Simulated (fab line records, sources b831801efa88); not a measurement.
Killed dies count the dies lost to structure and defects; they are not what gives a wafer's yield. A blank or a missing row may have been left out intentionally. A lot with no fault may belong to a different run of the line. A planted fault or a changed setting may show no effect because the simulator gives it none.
A struck lot beside a sound one || flow gf180mcu || 17 steps out of a route of 602
Sound: the wafers L425.1, L425.2, L425.4. Wafers struck: L430.1, L430.3, L430.5. The cause is given at the end.
Order at every step that has rows: each side's tool, ch and its chambers, its first start. Under that, the readings that differ: sound wafers || struck wafers || difference of the means || sigmas: that difference in standard deviations of wafers without a fault.
alike: a reading whose means differ by less than 2 such deviations, as well as words and numbers matching on both sides. not compared: withheld readings; readings where some wafer has no value; bounds like >300 that might hide an equal value; numbers whose values overlap and for which the record gives no deviation.
Wherever a step has rows on one side only, a row that says differs or no value, or a row with sigmas, the two part there. Numbers that don't overlap but have no deviation are shown without sigmas and don't part them. A reading missing from all wafers of one side parts the sides only when that side holds two or more wafers.

first, 4 steps without rows for these wafers: GF_M3_SOFTBAKE_10 (time 60 s); GF_M3_EXPOSE_11 (exposes mask Metal3, target cd 280 nm); GF_M3_PEB_12 (peb time 90 s); GF_M3_DEVELOP_13 (develop time 60 s).
GF_M3_CD_MEAS_14 targets a cd of 280 nm.
  sound on cd-sem-01, day 25 05:03; struck on cd-sem-02, day 26 17:21
  alike: cd-nm
GF_M3_OVL_MEAS_15:
  sound on overlay-02, day 25 05:10; struck on overlay-02, day 26 17:28
  alike: M3_OVL
GF_M3_METAL_ETCH_16: etches the open film in Cl2/BCl3, stops on SiO2, target depth 750.8 nm, time 121.5 s.
  sound on rie-metal-02 ch 1, day 25 05:12; struck on rie-metal-04 ch 0,1, day 26 17:30
  alike: drypump-motor-current-A, oes-product-au, throttle-valve-pct
  not compared: rf-hours-counter-h
GF_M3_STRIP_17: strips in O2/N2.
  sound on plasma-asher-01 ch 0,1, day 25 05:28; struck on plasma-asher-01 ch 0,1, day 26 17:38
  alike: drypump-motor-current-A, heater-power-w, oes-product-au, strip-time-to-endpoint-s
  not compared: rf-hours-counter-h
then, 3 steps without rows for these wafers: GF_M3_STRIP_18 (strips in post etch residue remover, time 1200 s); GF_M3_CLEAN_19 (cleans in DIW); GF_V3_CVD_00 (deposits SiO2, target thk 600 nm, time 100 s).
GF_V3_THK_MEAS_01:
  sound on film-metro-01, day 25 06:04; struck on film-metro-02, day 26 18:16
  alike: V3_CVD_00_THK
GF_V3_CVD_02: deposits SiO2 from TEOS, target thk 850 nm, time 94.851 s.
  sound on pecvd-04 ch 0,2, day 25 06:08; struck on pecvd-04 ch 0,1, day 26 18:20
{"reading": "model.SiO2_of_V3_CVD_02.thk-nm (nm)", "sound": "829.8 813 850.7", "struck": "947.4 940.2 962.1", "difference": "+118.7", "sigmas": ""}
  alike: heater-power-outer-w, heater-power-w
GF_V3_THK_MEAS_03:
  sound on film-metro-01, day 25 06:12; struck on film-metro-04, day 26 18:24
{"reading": "V3_CVD_02_THK (nm)", "sound": "830 813 851", "struck": "948 940 962", "difference": "+119", "sigmas": "+8"}
GF_V3_CMP_04: polishes SiO2.
  sound on cmp-01 ch 0,1,3, day 25 06:16; struck on cmp-02 ch 0,2,3, day 26 18:31
{"reading": "time-to-endpoint-s (s)", "sound": "76 70 85", "struck": "116 106 116", "difference": "+36", "sigmas": "+5"}
  alike: motor-current-A
GF_V3_BOW_MEAS_05:
  sound on film-metro-04, day 25 06:34; struck on film-metro-04, day 26 18:46
  alike: V3_BOW
then, 1 step without rows for these wafers: GF_PASSIVATION_PROBE_99.

== WHERE THEY PART ==
First at GF_V3_THK_MEAS_03; last, within this record, at GF_V3_CMP_04. Later steps at which nothing parts them and some readings are alike: GF_V3_BOW_MEAS_05.

WHY: whatever the simulator had introduced
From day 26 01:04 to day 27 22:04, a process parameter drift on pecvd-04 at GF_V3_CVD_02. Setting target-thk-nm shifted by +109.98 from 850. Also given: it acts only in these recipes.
